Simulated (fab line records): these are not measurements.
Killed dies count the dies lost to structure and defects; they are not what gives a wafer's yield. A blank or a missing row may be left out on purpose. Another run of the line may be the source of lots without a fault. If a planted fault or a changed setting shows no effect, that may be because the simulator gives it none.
Shared-tool check -- flow sky130 -- Sample size 15 lots and 45 wafers

== THE REASON FOR OPENING IT ==
Of 15 lots, 3 have the reading VT_ADJUST_HVTR_TW flagged at SKY_VT_ADJUST_HVTR_TW_MEAS_11. Wafers without a fault read 208.6, standard deviation 0.91.
Rule: flag the lot when none of its wafers has a number, or when each of its wafers that has one lies beyond 4 standard deviations from that mean. The rest of the lots are taken to be sound.

lot,measured,on,"VT_ADJUST_HVTR_TW, wafer by wafer",flag
L878,day 9 15:52,filmMetro-03,210.6 208.7 209.0,
L879,day 10 07:10,filmMetro-03,208.0 209.1 208.4,
L881,day 10 17:31,filmMetro-04,210.5 209.4 209.4,
L882,day 11 01:38,filmMetro-03,207.2 207.8 207.2,
L889,day 12 20:40,filmMetro-03,29.7 29.8 29.8,FLAGGED
L890,day 13 05:21,filmMetro-04,29.6 29.9 29.8,FLAGGED
L891,day 13 09:13,filmMetro-03,29.6 29.6 29.6,FLAGGED
L892,day 13 20:33,filmMetro-04,209.0 208.5 208.7,
L893,day 14 06:17,filmMetro-04,207.5 209.0 208.5,
L895,day 14 13:44,filmMetro-04,208.1 208.3 207.8,
L896,day 14 22:36,filmMetro-04,208.5 208.5 209.3,
L897,day 15 06:30,filmMetro-01,210.1 210.9 210.1,
L898,day 15 17:53,filmMetro-04,208.6 208.8 209.7,
L900,day 16 08:22,filmMetro-04,210.9 208.1 209.8,
L901,day 16 15:29,filmMetro-03,208.6 209.0 208.8,
The numbers of the flagged lots are 29.7 on average: -178.9 against the usual, or -99 or more standard deviations.

== WHICH TOOL EACH LOT WENT THROUGH ==
The record holds 1 process step before the reading, out of a route of 708 steps. Each cell gives the tool, then ch followed by the chambers the sampled wafers passed through, then the start.
lot,flag,SKY_VT_ADJUST_HVTR_IMPLANT_09
L878,,"implanter-03 ch 0, day 9 15:39"
L879,,"implanter-04 ch 0, day 10 06:55"
L881,,"implanter-02 ch 0, day 10 17:18"
L882,,"implanter-02 ch 0, day 11 01:25"
L889,FLAGGED,"implanter-03, day 12 20:27"
L890,FLAGGED,"implanter-02, day 13 05:06"
L891,FLAGGED,"implanter-04, day 13 08:58"
L892,,"implanter-02 ch 0, day 13 20:18"
L893,,"implanter-02 ch 0, day 14 06:04"
L895,,"implanter-03 ch 0, day 14 13:31"
L896,,"implanter-02 ch 0, day 14 22:23"
L897,,"implanter-04 ch 0, day 15 06:15"
L898,,"implanter-03 ch 0, day 15 17:38"
L900,,"implanter-03 ch 0, day 16 08:08"
L901,,"implanter-02 ch 0, day 16 15:17"
What the steps here do:
- SKY_VT_ADJUST_HVTR_IMPLANT_09
- SKY_VT_ADJUST_HVTR_TW_MEAS_11

== FLAGGED AGAINST TOTAL, ONE TOOL AT A TIME (gauges that did the reading follow at the end) ==
step,tool,lots run,flagged,share of the flagged lots,sound lots run after its first flagged lot
SKY_VT_ADJUST_HVTR_IMPLANT_09,implanter-02,7,1,some,"4 (L892,L893,L896,L901)"
SKY_VT_ADJUST_HVTR_IMPLANT_09,implanter-03,5,1,some,"3 (L895,L898,L900)"
SKY_VT_ADJUST_HVTR_IMPLANT_09,implanter-04,3,1,some,1 (L897)
SKY_VT_ADJUST_HVTR_TW_MEAS_11,filmMetro-01,1,0,none,-
SKY_VT_ADJUST_HVTR_TW_MEAS_11,filmMetro-03,6,2,some,1 (L901)
SKY_VT_ADJUST_HVTR_TW_MEAS_11,filmMetro-04,8,1,some,"6 (L892,L893,L895,L896,L898,L900)"

== WHAT THE TABLE PERMITS ==
No row of the table ran every flagged lot.

== WHAT THE SIMULATOR HAD INSERTED ==
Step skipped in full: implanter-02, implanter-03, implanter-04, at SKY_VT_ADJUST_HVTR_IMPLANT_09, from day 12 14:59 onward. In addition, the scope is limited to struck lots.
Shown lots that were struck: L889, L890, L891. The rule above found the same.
